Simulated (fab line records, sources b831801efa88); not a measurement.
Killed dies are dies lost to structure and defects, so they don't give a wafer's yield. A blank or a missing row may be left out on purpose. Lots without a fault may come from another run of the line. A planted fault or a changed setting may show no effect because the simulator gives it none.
Chamber matching | flow gf180mcu | GF_V5_CVD_02 on pecvd-01: 3 sister chambers
The step deposits SiO2 from TEOS, target thk 1450 nm, time 163.28 s. 3 wafers are shown with their chamber, then 8 later ones without.

WAFERS WITH THEIR CHAMBER
wafer  | chamber | heater_power_w (W)
L760.5 | 2       | 814
L761.4 | 0       | 831
L765.1 | 1       | 630

WAFERS WITHOUT THEIR CHAMBER
wafer  | heater_power_w (W)
L765.3 | 810
L765.4 | 715
L767.1 | 744
L767.2 | 742
L767.3 | 729
L768.4 | 809
L768.5 | 837
L768.6 | 593

WHICH CHAMBER EACH WENT THROUGH
wafer  | from the rows above          | in truth
L765.3 | can't be placed: 2 or 0      | 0
L765.4 | can't be placed: 1 or 2 or 0 | 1
L767.1 | can't be placed: 2 or 0 or 1 | 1
L767.2 | can't be placed: 2 or 0 or 1 | 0
L767.3 | can't be placed: 2 or 1 or 0 | 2
L768.4 | can't be placed: 2 or 0      | 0
L768.5 | can't be placed: 0 or 2      | 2
L768.6 | 1                            | 1
Placed correctly: 1 of 8. Can't be placed from these rows: 7 (the true chamber is among the candidates in 7). Placed wrongly: 0.
How it was worked out, from the rows above alone: a wafer's distance from a chamber is the root of the sum, over the readings, of the square of ((its reading less the chamber's mean) divided by the reading's scatter). The wafer belongs to the nearest chamber; if the next one is less than 2 further off, it can't be placed. A chamber's mean is the mean of its shown wafers. The scatter: with one shown wafer a chamber, the root of the mean of the squares of how far each hidden wafer lies from its nearest shown one.
